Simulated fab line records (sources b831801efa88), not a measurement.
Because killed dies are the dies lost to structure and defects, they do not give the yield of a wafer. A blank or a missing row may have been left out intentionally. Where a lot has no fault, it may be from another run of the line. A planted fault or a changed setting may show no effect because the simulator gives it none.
fab line records	flow sky130
[record] lots = 11	wafers = 33	lastDay = 50
route steps=708 shown LOCAL_INTERCONNECT@387 METAL1@454 VIA1@473 METAL3@564 PAD_OPEN@708
lots untouched by any fault: they come from a run of this same line in which no faults occurred
startH: start of the lot's first displayed wafer, in hours after the record's first day	waitH: hours since the lot's step before	" as in the row above	L1.1+2: a row that stands for several wafers	- either no value or no given start	* or withheld: withheld	< > ~ a bound
route shown NAME@n: names a module that has steps shown in the file, with the first one's number in the route	usual: average and standard deviation across the fault-free wafers	same: alike in all rows	chamber/n: place in a boat	sites: per-site readings	_std_site: standard deviation of those values	_edge_site: the outer-site mean with the inner-site mean subtracted	radiusMm: for every site, how far away it sits from the centre of the wafer	mask NAME#n: copy n	behind: the last tool/chamber to shape the wafer	hold: why the lot went on hold/how many hours it stayed there/how the hold came to an end	device: whichever transistor did not switch (one of n, p or np)	end of line: tests of these same wafers at the route's end	step lacking rows: just its recipe	killed: at the first sort, the dies lost to defects and structure; wafer yield is something else	map: per-die view of a wafer (x killed, . not killed, _ where there is no die)
set.NAME: the setting that was run; set.NAME@STEP: the one run at that earlier step	model.NAME: the simulator's own value behind a step, which no gauge read
route steps across a sampled set of lots; one table per step, one row per wafer
services: a tool's chamber out of use, with start hour (startH, from the record's first day; less than 0 if before it), hours out, and reason
[[steps]]
[step SKY_LOCAL_INTERCONNECT_SPUTTER_00]
[recipe] material = TiN	targetThkNm = 100	tempC = 300	powerW = 6722	timeS = 83.3	chamberPressurePa = 0.4
[usual] cathodeDcPowerW = 6721.9/1.2	chamberPressurePa = 0.3999/0.00072	substrateTempC = 300.02/0.17	throttleValvePct = 29.1/1
lot.wafer	tool	chamber	startH	waitH	cathodeDcPowerW	chamberPressurePa	substrateTempC	throttleValvePct
L332.1	pvdSputter-01	-	691.08	0.1	6720.3	0.3995	299.99	29.8
L332.5	"	-	"	"	6722.3	0.4002	300.06	28.4
L332.6	"	-	"	"	6720.2	0.3994	299.95	29.5
L334.1	pvdSputter-01	-	706.00	0.2	6722.5	0.3985	299.91	29.7
L334.5	"	-	"	"	6722.6	0.4001	299.91	29.2
L334.6	"	-	"	"	6722.8	0.4000	299.88	28.7
L337.2	pvdSputter-04	-	738.41	0.2	6722.9	0.4012	300.50	30.8
L337.3	"	-	"	"	6721.6	0.3996	299.79	29.5
L337.6	"	-	"	"	6719.4	0.3993	299.96	27.4
L339.1	pvdSputter-02	-	760.43	0.2	6723.5	0.3985	300.18	29.6
L339.2	"	-	"	"	6720.6	0.4001	300.06	32.1
L339.4	"	-	"	"	6722.9	0.3987	300.17	29.1
L342.1	pvdSputter-01	-	787.01	0.2	6721.2	0.4015	299.88	28.3
L342.2	"	-	"	"	6720.0	0.4000	300.26	29.3
L342.6	"	-	"	"	6721.0	0.3999	300.34	29.6
L341.1	pvdSputter-01	-	789.46	0.1	6723.0	0.3996	299.83	28.7
L341.3	"	-	"	"	6722.6	0.3993	300.30	28.3
L341.6	"	-	"	"	6719.5	0.3991	300.16	28.2
L349.1	pvdSputter-01	-	833.81	0.1	6722.9	0.3999	300.01	29.4
L349.2	"	-	"	"	6722.1	0.4003	299.89	28.3
L349.3	"	-	"	"	6721.4	0.4008	299.97	27.9
L350.4	pvdSputter-01	-	834.91	0.1	6722.1	0.3990	299.76	29.5
L350.5	"	-	"	"	6722.1	0.3987	300.11	29.4
L350.6	"	-	"	"	6722.5	0.4001	299.90	29.7
L351.2	pvdSputter-04	-	839.01	0.1	-	-	-	-
L351.4	"	-	"	"	-	-	-	-
L351.6	"	-	"	"	-	-	-	-
L352.1	pvdSputter-01	-	848.83	0.2	-	-	-	-
L352.4	"	-	"	"	-	-	-	-
L352.6	"	-	"	"	-	-	-	-
L353.3	pvdSputter-04	-	856.39	0.2	6722.5	0.3995	300.24	30.9
L353.5	"	-	"	"	6721.9	0.3996	300.11	31.1
L353.6	"	-	"	"	6720.1	0.4015	300.55	29.6
[step SKY_LOCAL_INTERCONNECT_RS_MEAS_01]
[recipe] thkMeasGauge = four-point-probe	reads = TiN_of_LOCAL_INTERCONNECT_SPUTTER_00
[usual] LOCAL_INTERCONNECT_TIN_RS = 13.64/0.11
lot.wafer	tool	chamber	startH	waitH	LOCAL_INTERCONNECT_TIN_RS[ohm/sq]
L332.1	filmMetro-02	-	691.14	0.0	13.69
L332.5	"	-	"	"	13.74
L332.6	"	-	"	"	13.66
L334.1	filmMetro-02	-	706.06	0.0	13.69
L334.5	"	-	"	"	13.72
L334.6	"	-	"	"	13.81
L337.2	filmMetro-04	-	738.49	0.1	13.55
L337.3	"	-	"	"	13.76
L337.6	"	-	"	"	13.46
L339.1	filmMetro-04	-	760.49	0.0	13.76
L339.2	"	-	"	"	13.62
L339.4	"	-	"	"	13.62
L342.1	filmMetro-03	-	787.07	0.0	13.64
L342.2	"	-	"	"	13.53
L342.6	"	-	"	"	13.47
L341.1	filmMetro-04	-	789.52	0.0	13.77
L341.3	"	-	"	"	13.55
L341.6	"	-	"	"	13.63
L349.1	filmMetro-04	-	833.87	0.0	13.46
L349.2	"	-	"	"	13.60
L349.3	"	-	"	"	13.52
L350.4	filmMetro-03	-	835.03	0.1	13.62
L350.5	"	-	"	"	13.66
L350.6	"	-	"	"	13.81
L351.2	filmMetro-04	-	839.09	0.1	-
L351.4	"	-	"	"	-
L351.6	"	-	"	"	-
L352.1	filmMetro-03	-	848.89	0.0	-
L352.4	"	-	"	"	-
L352.6	"	-	"	"	-
L353.3	filmMetro-02	-	856.50	0.1	13.54
L353.5	"	-	"	"	13.51
L353.6	"	-	"	"	13.83
[step SKY_LOCAL_INTERCONNECT_THK_MEAS_02]
[recipe] thkMeasGauge = xrf	reads = TiN_of_LOCAL_INTERCONNECT_SPUTTER_00
[usual] LOCAL_INTERCONNECT_TIN_THK = 104.2/0.94
lot.wafer	tool	chamber	startH	waitH	LOCAL_INTERCONNECT_TIN_THK[nm]
L332.1	filmMetro-02	-	691.26	0.1	104.0
L332.5	"	-	"	"	103.3
L332.6	"	-	"	"	103.5
L334.1	filmMetro-02	-	706.18	0.1	103.8
L334.5	"	-	"	"	104.3
L334.6	"	-	"	"	103.6
L337.2	filmMetro-04	-	738.60	0.1	104.5
L337.3	"	-	"	"	103.0
L337.6	"	-	"	"	105.1
L339.1	filmMetro-04	-	760.61	0.1	102.6
L339.2	"	-	"	"	103.7
L339.4	"	-	"	"	103.8
L342.1	filmMetro-03	-	787.19	0.1	104.1
L342.2	"	-	"	"	104.5
L342.6	"	-	"	"	105.2
L341.1	filmMetro-04	-	789.64	0.1	102.6
L341.3	"	-	"	"	104.3
L341.6	"	-	"	"	104.0
L349.1	filmMetro-04	-	833.99	0.1	105.1
L349.2	"	-	"	"	104.1
L349.3	"	-	"	"	105.2
L350.4	filmMetro-03	-	835.12	0.1	104.9
L350.5	"	-	"	"	105.0
L350.6	"	-	"	"	103.3
L351.2	filmMetro-04	-	839.20	0.1	<0.0
L351.4	"	-	"	"	<0.0
L351.6	"	-	"	"	<0.0
L352.1	filmMetro-03	-	849.01	0.1	<0.0
L352.4	"	-	"	"	<0.0
L352.6	"	-	"	"	<0.0
L353.3	filmMetro-02	-	856.60	0.1	105.5
L353.5	"	-	"	"	105.6
L353.6	"	-	"	"	102.6
[step SKY_METAL1_STRIP_20]
[recipe] chemistry = O2/N2	powerW = 1400	pressureMtorr = 1500	platenTempC = withheld	o2FlowSccm = 3000	n2FlowSccm = 300	overashFraction = 0.5
[usual] drypumpMotorCurrentA = 5.5/0.32	oesProductAu = 0.341/0.0051	stripTimeToEndpointS = 2.66/0.052
lot.wafer	tool	chamber	startH	waitH	drypumpMotorCurrentA	oesProductAu	rfHoursCounterH	stripTimeToEndpointS
L332.1	plasmaAsher-04	0	776.64	0.1	5.4	0.346	99	2.66
L332.5	"	0	"	"	5.4	0.340	-	2.65
L332.6	"	1	"	"	5.0	0.339	-	2.71
L334.1	plasmaAsher-01	0	791.18	0.1	5.4	0.341	68	2.66
L334.5	"	1	"	"	5.5	0.341	-	2.67
L334.6	"	0	"	"	5.5	0.331	-	2.56
L337.2	plasmaAsher-04	0	822.73	0.1	5.3	0.340	103	2.62
L337.3	"	0	"	"	5.3	0.343	-	2.63
L337.6	"	1	"	"	5.0	0.340	-	2.61
L339.1	plasmaAsher-01	1	844.83	0.1	5.5	0.338	74	2.63
L339.2	"	0	"	"	5.4	0.345	74	2.64
L339.4	"	0	"	"	5.5	0.347	-	2.64
L342.1	plasmaAsher-03	1	869.73	0.1	5.9	0.338	44	2.63
L342.2	"	0	"	"	6.0	0.337	44	2.62
L342.6	"	0	"	"	6.0	0.341	-	2.63
L341.1	plasmaAsher-04	1	873.13	0.1	5.0	0.335	109	2.66
L341.3	"	1	"	"	5.0	0.342	-	2.65
L341.6	"	1	"	"	5.0	0.349	-	2.65
L349.1	plasmaAsher-01	1	914.28	0.1	5.5	0.343	81	2.72
L349.2	"	0	"	"	5.5	0.345	81	2.63
L349.3	"	0	"	"	5.5	0.346	-	2.70
L350.4	plasmaAsher-03	1	915.46	0.1	5.9	0.339	-	2.63
L350.5	"	0	"	"	6.0	0.343	-	2.68
L350.6	"	1	"	"	5.9	0.345	-	2.67
L353.3	plasmaAsher-01	1	937.16	0.1	5.5	0.341	-	2.68
L353.5	"	1	"	"	5.5	0.342	-	2.70
L353.6	"	0	"	"	5.4	0.350	-	2.81
[step SKY_VIA1_ETCH_15]
[recipe] target = SiO2	chemistry = C4F8/O2/Ar	targetDepthNm = 351	stopOn = TiN	maskMaterial = KrF-thick	sourceW = 1500	biasW = 1200	pressureMtorr = 40	c4f8FlowSccm = withheld	O2_flow_sccm = 6	Ar_flow_sccm = 300	timeS = 54
[usual] oesProductAu = 0.982/0.0061
lot.wafer	tool	chamber	startH	waitH	oesProductAu	rfHoursCounterH
L332.1	rieDiel-01	1	804.14	0.0	0.990	0
L332.5	"	0	"	"	0.987	-
L332.6	"	3	"	"	0.984	-
L334.1	rieDiel-02	1	819.19	0.0	0.988	3
L334.5	"	1	"	"	0.980	-
L334.6	"	2	"	"	0.979	-
L337.2	rieDiel-01	2	850.37	0.0	0.983	13
L337.3	"	0	"	"	0.969	24
L337.6	"	1	"	"	0.971	-
L339.1	rieDiel-02	1	872.47	0.0	0.977	4
L339.2	"	3	"	"	0.981	6
L339.4	"	2	"	"	0.985	7
L342.1	rieDiel-02	3	896.89	0.0	0.984	6
L342.2	"	2	"	"	0.987	8
L342.6	"	1	"	"	0.984	-
L341.1	rieDiel-02	3	900.54	0.0	0.976	7
L341.3	"	1	"	"	0.974	5
L341.6	"	2	"	"	0.980	-
L349.1	rieDiel-04	1	939.89	0.0	0.983	6
L349.2	"	3	"	"	0.975	5
L349.3	"	0	"	"	0.990	10
L350.4	rieDiel-01	3	941.93	0.0	0.987	9
L350.5	"	0	"	"	0.979	-
L350.6	"	3	"	"	0.994	-
L353.3	rieDiel-04	2	963.63	0.0	0.990	20
L353.5	"	3	"	"	0.979	-
L353.6	"	0	"	"	0.973	-
[step SKY_METAL3_OVL_MEAS_14]
[usual] METAL3_OVL = -1/5.6
lot.wafer	tool	chamber	startH	waitH	METAL3_OVL[nm]
L332.1	overlay-02	-	912.56	0.1	-2
L332.5	"	-	"	"	3
L332.6	"	-	"	"	-4
L334.1	overlay-01	-	926.85	0.1	-2
L334.5	"	-	"	"	-4
L334.6	"	-	"	"	0
L337.2	overlay-01	-	957.32	0.1	-2
L337.3	"	-	"	"	-13
L337.6	"	-	"	"	-6
L339.1	overlay-01	-	976.71	0.1	-8
L339.2	"	-	"	"	-15
L339.4	"	-	"	"	-13
L342.1	overlay-01	-	1001.26	0.1	-1
L342.2	"	-	"	"	-1
L342.6	"	-	"	"	-5
L341.1	overlay-01	-	1003.91	0.1	-7
L341.3	"	-	"	"	-5
L341.6	"	-	"	"	-4
L349.1	overlay-01	-	1040.36	0.1	3
L349.2	"	-	"	"	1
L349.3	"	-	"	"	2
L350.4	overlay-02	-	1041.33	0.1	8
L350.5	"	-	"	"	0
L350.6	"	-	"	"	7
L353.3	overlay-02	-	1060.57	0.1	-6
L353.5	"	-	"	"	5
L353.6	"	-	"	"	-4
[step SKY_PAD_OPEN_PROBE_99]
[usual] killed_at_M0_to_M3 = 42/6.7	killed_at_M4_up = 3.4/2	killedAtContacts = 24/5.1	killedAtFrontEnd = 14/4.2	killedAtOther = 0.2/0.49	killedDies = 84/8.4	killedOnRim = 17/3.6	killedOpen = 46/7	killedShort = 39/5.8
[same] grossDies = 492	killedAtBackSide = 0
lot.wafer	tool	chamber	startH	waitH	killed_at_M0_to_M3	killed_at_M4_up	killedAtContacts	killedAtFrontEnd	killedAtOther	killedDies	killedOnRim	killedOpen	killedShort
L351.2	prober-02	-	1190.82	0.1	4	0	486	2	0	492	96	6	5
L351.4	prober-02	-	1190.92	0.2	7	1	483	1	0	492	96	5	7
L351.6	prober-02	-	1191.02	0.2	8	1	482	1	0	492	96	6	9
L352.1	prober-01	-	1199.44	0.1	8	1	477	6	0	492	96	12	8
L352.4	prober-01	-	1199.59	0.2	11	1	476	4	0	492	96	9	11
L352.6	prober-01	-	1199.69	0.2	8	1	480	3	0	492	96	8	8
// killed by level:class
L351.2 LOCAL_INTERCONNECT:lostPattern=479 CONTACT:geometricParticle:open=3 LI_CONTACT:geometricParticle:open=2 LOCAL_INTERCONNECT:areaSputter=2 FIELD_ISO:geometricParticle:short=1 POLY_CUT:geometricParticle:short=1 METAL1:geometricParticle:short=1 METAL2:geometricParticle:short=1
L351.4 LOCAL_INTERCONNECT:lostPattern=477 LOCAL_INTERCONNECT:areaSputter=3 VIA1:geometricParticle:open=2 LOCAL_INTERCONNECT:geometricParticle:short=2 VIA3:geometricParticle:open=2 VIA1:geometricParticle:short=1 SPACER:geometricParticle:short=1 LI_CONTACT:geometricParticle:open=1
L351.6 LOCAL_INTERCONNECT:lostPattern=475 CONTACT:geometricParticle:open=2 CONTACT:geometricParticle:short=2 METAL2:geometricParticle:short=2 VIA3:geometricParticle:short=2 LOCAL_INTERCONNECT:areaSputter=2 FIELD_ISO:geometricParticle:open=1 LI_CONTACT:geometricParticle:open=1
L352.1 LOCAL_INTERCONNECT:lostPattern=471 VIA1:geometricParticle:open=5 SPACER:geometricParticle:short=2 SPACER:geometricParticle:open=2 CONTACT:geometricParticle:open=2 POLY_GATE:geometricParticle:open=1 POLY_CUT:geometricParticle:short=1 LOCAL_INTERCONNECT:geometricParticle:open=1
L352.4 LOCAL_INTERCONNECT:lostPattern=469 METAL1:geometricParticle:short=4 LOCAL_INTERCONNECT:areaSputter=3 FIELD_ISO:geometricParticle:short=2 CONTACT:geometricParticle:open=2 VIA3:geometricParticle:open=2 SPACER:geometricParticle:open=1 POLY_CUT:geometricParticle:short=1
L352.6 LOCAL_INTERCONNECT:lostPattern=474 VIA1:geometricParticle:open=3 FIELD_ISO:geometricParticle:short=2 CONTACT:geometricParticle:short=2 LOCAL_INTERCONNECT:areaSputter=2 FIELD_ISO:geometricParticle:open=1 LI_CONTACT:geometricParticle:open=1 VIA1:geometricParticle:short=1
[[services]]
tool	chamber	startH	hours	kind
rieDiel-01	1	674.18	4.7	repair
rieDiel-02	-	698.69	28.1	pm
plasmaAsher-01	-	717.59	0.9	repair
pvdSputter-01	-	723.42	3.2	repair
plasmaAsher-04	-	754.59	1.5	repair
pvdSputter-04	-	755.08	8.5	repair
rieDiel-01	2	768.62	2.8	repair
plasmaAsher-04	-	772.36	2.8	pm
plasmaAsher-04	-	789.88	3.2	repair
rieDiel-04	2	790.60	3.1	repair
pvdSputter-01	-	814.61	11.5	repair
plasmaAsher-03	-	819.31	2.8	pm
rieDiel-02	3	822.54	3.8	repair
plasmaAsher-03	-	833.50	15.6	pm
plasmaAsher-03	-	861.53	4.5	repair
plasmaAsher-01	-	881.68	0.9	repair
pvdSputter-04	-	883.49	6.7	repair
rieDiel-02	0	891.27	9.9	repair
plasmaAsher-01	-	896.61	2.8	repair
pvdSputter-01	-	900.93	0.5	repair
rieDiel-04	3	917.28	10.2	repair
rieDiel-01	2	929.96	5.9	repair
rieDiel-02	-	946.75	1.4	repair
pvdSputter-01	-	952.13	3.7	repair
[[key]]
[firstSign] step = SKY_LOCAL_INTERCONNECT_SPUTTER_00	reading = toolRecord	direction = missing
[effect] step = SKY_LOCAL_INTERCONNECT_RS_MEAS_01	reading = LOCAL_INTERCONNECT_TIN_RS	direction = missing
[effect] step = SKY_LOCAL_INTERCONNECT_THK_MEAS_02	reading = LOCAL_INTERCONNECT_TIN_THK	direction = down	sigmas = 99+	usual = 104.2	struck = <0.0
[effect] step = SKY_PAD_OPEN_PROBE_99	reading = killedAtContacts	direction = up	sigmas = 90	usual = 24	struck = 481
metAt SKY_LOCAL_INTERCONNECT_SPUTTER_00
struckLots L351,L352
laterRowsLeftOut L351.2,L351.4,L351.6,L352.1,L352.4,L352.6
testerLeftOut L351,L352
notActingAt SKY_METAL1_STRIP_20,SKY_VIA1_ETCH_15,SKY_METAL3_OVL_MEAS_14
onsetBetween 834.91 839.01
[fault] kind = skippedStepWhole	tool = pvdSputter-01,pvdSputter-04	chamber = -	onsetH = 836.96	steps = SKY_LOCAL_INTERCONNECT_SPUTTER_00	scope = struckLotsOnly
// testerLeftOut: of these lots the tester's yield and bins aren't shown, on N5 and GAA mostly nor the transistor test; their killed dies are dies lost to structure and defects alone, not to doping, threshold or leakage, so they don't give the yield
// laterRowsLeftOut: the simulator's readings of these wafers behind a module that went badly wrong aren't trusted and aren't shown, but for the sort
